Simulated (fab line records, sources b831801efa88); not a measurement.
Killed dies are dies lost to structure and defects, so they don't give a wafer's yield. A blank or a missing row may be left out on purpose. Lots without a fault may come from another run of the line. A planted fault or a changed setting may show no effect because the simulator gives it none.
A struck lot beside a sound one | flow sky130 | 30 steps out of a route of 708
Sound: wafers L748.1, L748.4, L748.5. Struck: wafers L753.1, L753.2, L753.4. The cause comes at the end.
At each step with rows: each side's tool, then ch and its chambers, then its first start. Under that, the readings that differ: sound wafers | struck wafers | difference of the means | sigmas: that difference in standard deviations of wafers without a fault.
alike: readings whose means differ by less than 2 such deviations, and words and numbers that are the same on both sides. not compared: withheld readings, readings that some wafer has no value for, bounds like >300 that may hide the same value, and numbers for which the record gives no deviation and whose values overlap.
The two part at a step that has a row with sigmas, a row that says differs or no value, or rows on one side only. Numbers that don't overlap but have no deviation are shown without sigmas and don't part them. A reading that every wafer of one side lacks parts them only if that side has two wafers or more.

first, 5 steps without rows for these wafers: SKY_SONOS_ONO_COAT_08 (resist thk 1140 nm); SKY_SONOS_ONO_SOFTBAKE_09 (time 60 s); SKY_SONOS_ONO_EXPOSE_10 (exposes mask ONOM, target cd 410 nm); SKY_SONOS_ONO_PEB_11; SKY_SONOS_ONO_DEVELOP_12 (develop time 60 s).
SKY_SONOS_ONO_CD_MEAS_13: target cd 410 nm.
  sound on cd_sem-01, day 14 22:01; struck on cd_sem-01, day 16 13:55
  reading    | sound             | struck            | difference | sigmas
  cd_nm (nm) | 404.5 405.5 407.5 | 408.9 410.6 412.0 | +4.7       | +2
SKY_SONOS_ONO_OVL_MEAS_14:
  sound on overlay-01, day 14 22:08; struck on overlay-01, day 16 14:02
  alike: SONOS_ONO_OVL
SKY_SONOS_ONO_ETCH_15: etches the open film in CHF3/O2, target depth 19.52 nm, time 7.8 s.
  sound on rie_diel-03 ch 1,2, day 14 22:10; struck on rie_diel-02 ch 0,2,3, day 16 14:04
  reading                     | sound       | struck      | difference | sigmas
  drypump_motor_current_A (A) | 6.6 5.8 6.6 | 5.3 5.7 5.5 | -0.8       | -2
  alike: oes_product_au, throttle_valve_pct
  not compared: rf_hours_counter_h
then, 1 step without rows for these wafers: SKY_SONOS_ONO_WET_ETCH_16 (etches SiO2 in dHF, target depth 14 nm, time 280 s).
SKY_SONOS_ONO_STRIP_17: strips in O2/N2.
  sound on plasma_asher-02 ch 0,1, day 14 22:16; struck on plasma_asher-04 ch 0,1, day 16 14:10
  alike: drypump_motor_current_A, oes_product_au, strip_time_to_endpoint_s
  not compared: rf_hours_counter_h
then, 2 steps without rows for these wafers: SKY_SONOS_ONO_WET_ETCH_18 (etches Si3N4 in H3PO4, target depth 15 nm, time 172 s); SKY_GATE_OXIDE_CLEAN_00 (cleans in SC1/SC2, time 150 s).
SKY_GATE_OXIDE_OXIDATION_01: stabilise 600 s, purge 300 s, target thk 10.268 nm.
  sound on furnace-01 ch 0, day 14 22:42; struck on furnace-02 ch 0, day 16 14:53
  reading                                           | sound                | struck               | difference | sigmas
  spike_tc_bottom_C (C)                             | 917 919 918          | 884 884 881          | -35        | -9
  spike_tc_centre_C (C)                             | 898.7 899.3 899.9    | 874.5 876.9 876.2    | -23.4      | -20
  spike_tc_lower_C (C)                              | 902.7 901.3 902.8    | 873.1 874.5 871.8    | -29.1      | -22
  spike_tc_top_C (C)                                | 910 910 912          | 877 877 877          | -34        | -9
  spike_tc_upper_C (C)                              | 897.6 899.8 898.6    | 874.7 874.4 875.2    | -23.9      | -15
  tube_center_temp_C (C)                            | 899.94 900.08 900.03 | 873.62 873.42 873.54 | -26.49     | -99 or more
  tube_center_temp_C_max                            | 902.7 901.9 902.5    | 875.7 875.4 875.6    | -26.8      | -69
  model.SiO2_of_GATE_OXIDE_OXIDATION_01.thk_nm (nm) | 10.66 10.82 10.65    | 7.82 7.704 7.713     | -2.96      |
SKY_GATE_OXIDE_THK_MEAS_02:
  sound on film_metro-03, day 15 00:06; struck on film_metro-04, day 16 16:17
  reading                          | sound             | struck         | difference | sigmas
  GATE_OXIDE_OXIDATION_00_THK (nm) | 10.68 10.89 10.60 | 7.83 7.70 7.69 | -2.98      | -15
then, 7 steps without rows for these wafers: SKY_GATE_OXIDE_DEHYDRATE_03 (time 60 s); SKY_GATE_OXIDE_HMDS_04 (prime time 60 s); SKY_GATE_OXIDE_COAT_05 (resist thk 1140 nm); SKY_GATE_OXIDE_SOFTBAKE_06 (time 60 s); SKY_GATE_OXIDE_EXPOSE_07 (exposes mask LVOM, target cd 600 nm); SKY_GATE_OXIDE_PEB_08; SKY_GATE_OXIDE_DEVELOP_09 (develop time 60 s).
SKY_GATE_OXIDE_OVL_MEAS_10:
  sound on overlay-01, day 16 03:25; struck on overlay-02, day 17 21:07
  alike: GATE_OXIDE_OVL
then, 2 steps without rows for these wafers: SKY_GATE_OXIDE_IMPLANT_11; SKY_GATE_OXIDE_WET_ETCH_12 (etches SiO2 in dHF, target depth 16.8 nm, time 336 s).
SKY_GATE_OXIDE_STRIP_13: strips in O2/N2.
  sound on plasma_asher-03 ch 1, day 16 03:43; struck on plasma_asher-02 ch 0,1, day 17 21:23
  alike: drypump_motor_current_A, oes_product_au, strip_time_to_endpoint_s
  not compared: rf_hours_counter_h
SKY_GATE_OXIDE_TW_MEAS_14:
  sound on film_metro-04, day 16 03:50; struck on film_metro-03, day 17 21:29
  alike: GATE_OXIDE_TW
then, 1 step without rows for these wafers: SKY_GATE_OXIDE_CLEAN_15 (cleans in SC1/SC2, time 150 s).
SKY_GATE_OXIDE_OXIDATION_16: stabilise 600 s, purge 300 s, target thk 3.57 nm.
  sound on furnace-02 ch 0, day 16 04:48; struck on furnace-02 ch 0, day 17 21:55
  reading                                           | sound          | struck            | difference | sigmas
  model.SiO2_of_GATE_OXIDE_OXIDATION_01.thk_nm (nm) | 12 12.11 11.97 | 9.428 9.309 9.327 | -2.672     |
  alike: spike_tc_bottom_C, spike_tc_centre_C, spike_tc_lower_C, spike_tc_top_C, spike_tc_upper_C, tube_center_temp_C, tube_center_temp_C_max
then, 1 step without rows for these wafers: SKY_POLY_GATE_CVD_00 (deposits poly-Si, target thk 180 nm, time 720 s).
-- the record jumps here: 31 days lie between the struck wafers' starts before and after (it left off in module POLY_GATE and takes up again in module PAD_OPEN, whose first step shown is number 708 of the route) --
SKY_PAD_OPEN_PROBE_99:
  sound on prober-02, day 47 09:11; struck on prober-01, day 48 16:34
  reading                                | sound                         | struck                        | difference | sigmas
  model.etest.nfet_16v.r_on_ohm_um       | 1.435e+04 1.436e+04 1.427e+04 | 1.292e+04 1.29e+04 1.28e+04   | -1.453e+03 |
  model.etest.pfet_16v.r_on_ohm_um       | 1.542e+04 1.532e+04 1.526e+04 | 1.518e+04 1.501e+04 1.471e+04 | -3.667e+02 |
  model.etest.pfet_g5v0d10v5.r_on_ohm_um | 4778 4838 4834                | 4182 4203 4196                | -623       |
  model.etest.tip_sonos.rs_ohm_sq        | 2669 2702 2692                | 2337 2286 2328                | -371       |
  model.etest.nfet_g5v0d10v5.r_on_ohm_um | 1906 1929 1902                | 1656 1651 1652                | -259       |
  model.etest.nfet_g5v0d10v5.drive_ua_um | 588.1 584.8 597.9             | 745.6 753.5 753.1             | +160.5     |
  model.etest.nfet_05v0_nvt.drive_ua_um  | 563.8 559.2 560.9             | 697.3 697.6 696.4             | +135.8     |
  model.etest.pfet_01v8.r_on_ohm_um      | 2948 2879 2929                | 2802 2844 2842                | -89        |
  alike: killed_at_M0_to_M3, killed_at_M4_up, killed_at_contacts, killed_at_front_end, killed_at_other, killed_dies, killed_open, killed_short

WHERE THEY PART
First at SKY_SONOS_ONO_CD_MEAS_13; last, within this record, at SKY_GATE_OXIDE_THK_MEAS_02. Later steps at which nothing parts them and some readings are alike: SKY_GATE_OXIDE_OVL_MEAS_10, SKY_GATE_OXIDE_STRIP_13, SKY_GATE_OXIDE_TW_MEAS_14, SKY_GATE_OXIDE_OXIDATION_16, SKY_PAD_OPEN_PROBE_99.

WHY: what the simulator had put in
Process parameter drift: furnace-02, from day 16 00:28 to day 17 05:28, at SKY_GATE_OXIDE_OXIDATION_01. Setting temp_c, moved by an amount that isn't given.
